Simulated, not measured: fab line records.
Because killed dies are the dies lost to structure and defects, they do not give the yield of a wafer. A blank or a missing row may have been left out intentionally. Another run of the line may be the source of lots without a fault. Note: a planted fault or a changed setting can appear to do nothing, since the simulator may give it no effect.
The tool behind it: which one? | flow gf180mcu | 39 wafers from 13 lots sampled at 5 of the route's 602 steps

## WHAT EACH GAUGE READ, for each wafer
GF_HV_LDD_THK_MEAS_57.
lot  | measured     | on           | HV_LDD_CVD_56_THK (nm)
L693 | day 13 01:26 | filmMetro-01 | 90.0 89.4 90.6
L694 | day 13 04:58 | filmMetro-01 | 89.8 89.6 90.5
L696 | day 14 02:34 | filmMetro-02 | 90.3 90.2 89.7
L697 | day 14 10:37 | filmMetro-04 | 90.2 90.6 90.7
L698 | day 14 17:18 | filmMetro-02 | 90.9 90.9 91.1
L700 | day 15 09:37 | filmMetro-01 | 90.0 90.5 90.0
L701 | day 15 16:43 | filmMetro-01 | 89.0 89.6 88.3
L702 | day 16 07:13 | filmMetro-01 | 89.2 89.9 90.2
L703 | day 16 10:00 | filmMetro-02 | 89.2 89.5 90.1
L704 | day 16 15:13 | filmMetro-01 | 89.5 88.7 88.6
L711 | day 19 08:26 | filmMetro-01 | 89.8 89.4 89.2
L713 | day 19 19:49 | filmMetro-01 | 88.7 88.2 88.4
L714 | day 20 03:32 | filmMetro-04 | 91.1 91.2 91.0

GF_SALICIDE_RS_MEAS_04: uses a four-point probe to measure.
lot  | measured     | on           | SALICIDE_TIN_RS (ohm/sq)
L693 | day 15 16:46 | filmMetro-04 | 16.1 16.3 16.7
L694 | day 15 22:44 | filmMetro-01 | 16.9 16.3 16.7
L696 | day 16 22:01 | filmMetro-04 | 16.9 16.6 17.0
L697 | day 17 06:00 | filmMetro-03 | 16.4 16.0 15.9
L698 | day 17 13:33 | filmMetro-04 | 16.6 16.2 15.9
L700 | day 18 07:12 | filmMetro-04 | 15.7 16.4 15.6
L701 | day 18 15:32 | filmMetro-04 | 15.8 19.9 16.6
L702 | day 19 06:28 | filmMetro-01 | 20.2 16.0 16.6
L703 | day 19 09:51 | filmMetro-03 | 16.9 16.8 17.0
L704 | day 19 15:41 | filmMetro-04 | 16.6 16.2 16.8
L711 | day 22 09:14 | filmMetro-04 | 16.5 16.5 16.5
L713 | day 22 19:50 | filmMetro-01 | 16.1 16.7 16.4
L714 | day 23 03:24 | filmMetro-01 | 16.7 16.0 16.6

GF_SALICIDE_THK_MEAS_05: measures by xrf.
lot  | measured     | on           | SALICIDE_TIN_THK (nm)
L693 | day 15 16:53 | filmMetro-04 | 20.55 20.41 20.18
L694 | day 15 22:50 | filmMetro-01 | 20.09 19.73 20.23
L696 | day 16 22:08 | filmMetro-04 | 19.69 19.65 19.84
L697 | day 17 06:07 | filmMetro-03 | 20.52 20.27 20.58
L698 | day 17 13:40 | filmMetro-04 | 19.77 20.08 20.35
L700 | day 18 07:19 | filmMetro-04 | 20.28 20.19 20.50
L701 | day 18 15:39 | filmMetro-04 | 20.16 7.61 19.74
L702 | day 19 06:35 | filmMetro-01 | 7.91 20.65 20.45
L703 | day 19 09:58 | filmMetro-03 | 19.76 19.80 20.00
L704 | day 19 15:47 | filmMetro-04 | 19.95 20.10 20.07
L711 | day 22 09:22 | filmMetro-04 | 19.95 20.14 20.15
L713 | day 22 19:58 | filmMetro-01 | 20.09 20.21 20.24
L714 | day 23 03:31 | filmMetro-01 | 20.03 20.25 20.20

GF_CONTACT_CD_MEAS_14 targets a cd of 220 nm.
lot  | measured     | on       | cdNm (nm)
L693 | day 16 15:58 | cdSem-02 | 217.9 218.2 218.7
L694 | day 16 22:34 | cdSem-02 | 221.3 220.8 221.5
L696 | day 17 22:27 | cdSem-02 | 219.0 219.2 219.6
L697 | day 18 06:43 | cdSem-02 | 220.1 221.2 219.9
L698 | day 18 14:19 | cdSem-01 | 220.9 221.0 221.4
L700 | day 19 07:09 | cdSem-01 | 221.2 219.9 220.4
L701 | day 19 16:44 | cdSem-01 | 222.3 222.2 221.5
L702 | day 20 07:40 | cdSem-01 | 218.5 219.5 220.5
L703 | day 20 11:17 | cdSem-02 | 215.5 216.4 215.8
L704 | day 20 17:05 | cdSem-02 | 218.8 218.4 217.9
L711 | day 23 09:37 | cdSem-02 | 221.0 220.8 221.8
L713 | day 23 19:43 | cdSem-01 | 218.5 217.5 218.4
L714 | day 24 03:01 | cdSem-02 | 221.4 220.6 221.1

## TOOL THAT RAN EACH LOT (tool first, then ch and the chambers of the sampled wafers, then the start)
lot  | GF_SALICIDE_SPUTTER_03
L693 | pvdSputter-04, day 15 16:43
L694 | pvdSputter-03, day 15 22:41
L696 | pvdSputter-03, day 16 22:00
L697 | pvdSputter-04, day 17 05:58
L698 | pvdSputter-04, day 17 13:31
L700 | pvdSputter-04, day 18 07:10
L701 | pvdSputter-04, day 18 15:30
L702 | pvdSputter-04, day 19 06:25
L703 | pvdSputter-03, day 19 09:47
L704 | pvdSputter-03, day 19 15:38
L711 | pvdSputter-03, day 22 09:13
L713 | pvdSputter-01, day 22 19:49
L714 | pvdSputter-01, day 23 03:23
- GF_SALICIDE_SPUTTER_03: material TiN, target thk 20 nm, time 16.7 s.

## AS READ BY THE TOOLS THEMSELVES (means over the sampled wafers that have a number; for cases with no such wafer, the mark the record gives instead)
GF_SALICIDE_SPUTTER_03.
lot  | tool          | throttleValvePct (%)
L693 | pvdSputter-04 | 29.1
L694 | pvdSputter-03 | 29.0
L696 | pvdSputter-03 | 29.1
L697 | pvdSputter-04 | 29.4
L698 | pvdSputter-04 | 29.6
L700 | pvdSputter-04 | 28.6
L701 | pvdSputter-04 | 29.1
L702 | pvdSputter-04 | 29.3
L703 | pvdSputter-03 | 29.9
L704 | pvdSputter-03 | 28.9
L711 | pvdSputter-03 | 29.8
L713 | pvdSputter-01 | 30.0
L714 | pvdSputter-01 | 30.2

## THE ANSWER, worked out from the rows above alone
Rule: usual is defined by the lots themselves. The widest of any qualifying gaps counts: lots, ordered by their means at a reading, are off when they make up no more than a third of the lots, leave a main group of 4 or more, and stand apart from it by 3 or more times the standard deviation of that group's means. Not used: any main group whose means are identical at the precision the tables above print for the reading. Also off: a lot with no number at a reading for which 4 or more lots have one. The other lots that the step has rows for count as sound. The gauges are gone through in route order, then the tools' own readings, and for those a lot's mean is taken as printed above. At the first step where some lot is off, the reading lying furthest off is the one used; lots without a number count as furthest.
Off: L701, L702, seen at GF_SALICIDE_THK_MEAS_05 (SALICIDE_TIN_THK). The main group has a mean of 20.12 nm with a standard deviation of 0.21.
A tool fits if, at a process step before that reading, it ran every lot that is off, and no sound lot after the first of them. The gauges at GF_SALICIDE_THK_MEAS_05 are tried like those tools. One fits: GF_SALICIDE_SPUTTER_03 on pvdSputter-04. Its last sound lot is L700 (day 18 07:10), its first lot that is off L701 (day 18 15:30): a fault that began between those two fits.

## WHAT THE SIMULATOR HAD INSERTED
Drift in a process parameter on pvdSputter-04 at GF_SALICIDE_SPUTTER_03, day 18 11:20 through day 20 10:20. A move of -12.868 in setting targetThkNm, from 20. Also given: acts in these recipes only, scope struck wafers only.
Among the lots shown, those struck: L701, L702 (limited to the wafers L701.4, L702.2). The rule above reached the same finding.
